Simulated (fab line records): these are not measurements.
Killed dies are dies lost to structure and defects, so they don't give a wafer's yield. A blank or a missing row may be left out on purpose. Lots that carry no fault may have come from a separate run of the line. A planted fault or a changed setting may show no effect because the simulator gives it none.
Problem report in the 8D (eight disciplines) form, filled by code :: flow gf180mcu :: the parts of the form that need people (team, actions taken, sign-off) are left out

== 1. WHAT IS WRONG ==
Across 6 wafers from 2 lots, PSD_TW at GF_PSD_TW_MEAS_11 averages 30, while fault-free wafers read 3188 with a standard deviation of 29. So: -99 or more standard deviations from the usual mean.
Seen first at day 18 11:26 on filmMetro-03, wafer L960.1. The record has a number at this step for 42 wafers belonging to 14 lots. Rule for "out", or "out of limits": more than 4 standard deviations from the usual mean. The other wafers with a number count as sound.

== 2. WHAT IT IS AND WHAT IT IS NOT ==
question: which readings at this step
is: PSD_TW
is not: -

question: which lots
is: L960, L961
is not: L948, L949, L950, L951, L952, L953, L955, L957, L968, L969, L970, L971

question: which wafers of those lots
is: all that have a number
is not: -

question: read on which gauges
is: filmMetro-01, filmMetro-03
is not: filmMetro-04

question: when
is: from day 18 11:26
is not: up to then (24 sound wafers); but 12 sound wafers of L968, L969, L970, L971 came after

== 3. THE SUSPECTS, EACH WITH WHAT RULES IT OUT ==
Counting: a tool at any process step up to the reading remains a suspect when it ran all the lots that are out and ran no sound lot after the first of those.
- the gauge at GF_PSD_TW_MEAS_11: ruled out. 2 gauges (filmMetro-01, filmMetro-03) read the wafers that are out.
- plasmaAsher-02 at GF_NSD_STRIP_11 (strips in O2/N2): ruled out as a lasting fault. After its first lot that is out, L960 (day 17 11:46), sound lots L969, L970 ran on it.
Left after counting: nothing in the record.

== 4. THE CAUSE (what the simulator had put in) ==
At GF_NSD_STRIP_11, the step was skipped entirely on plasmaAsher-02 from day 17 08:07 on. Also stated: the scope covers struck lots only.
It was ruled out by counting, in error; the rule expects a fault to strike all lots run on its tool from its start on, and this fault did not.

== 5. THE CHAIN OF EFFECTS, in route order ==
One row per reading whose mean, taken over the struck wafers that have a number, lies over 3 standard deviations from the usual. Only readings for which the record gives a usual standard deviation are gone through. hours: the time from each lot's start at the first step in this table that gives one to its start at this step, as a median over the lots. sigmas: the change in usual standard deviations.
hours: 0
step: GF_PSD_STRIP_10
reading: oesProductAu
usual: 0.592 a.u.
on struck wafers: 0.658
change: +0.066
sigmas: +14

hours: 0
step: GF_PSD_STRIP_10
reading: stripTimeToEndpointS
usual: 16.55 s
on struck wafers: 31.49
change: +14.94
sigmas: +99 or more

hours: 0
step: GF_PSD_TW_MEAS_11
reading: PSD_TW
usual: 3188
on struck wafers: 30
change: -3158
sigmas: -99 or more
Here are the process steps it includes:
- GF_PSD_STRIP_10: strips in O2/N2.
Readings that are blank on the struck wafers while sound wafers have them: chamberPressureMTorr at GF_NSD_STRIP_11; drypumpMotorCurrentA at GF_NSD_STRIP_11; heaterPowerW at GF_NSD_STRIP_11; oesProductAu at GF_NSD_STRIP_11; stripTimeToEndpointS at GF_NSD_STRIP_11.

== 6. WHAT WOULD HAVE CAUGHT IT SOONER ==
The first out-of-limits reading at a measuring or inspecting step in this record came at day 18 11:26, 27 hours after the fault's start at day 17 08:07.
At GF_NSD_STRIP_11 the tool's readings are blank on the struck wafers, where sound wafers have them: an empty tool record is the first sign, and it was there at once.
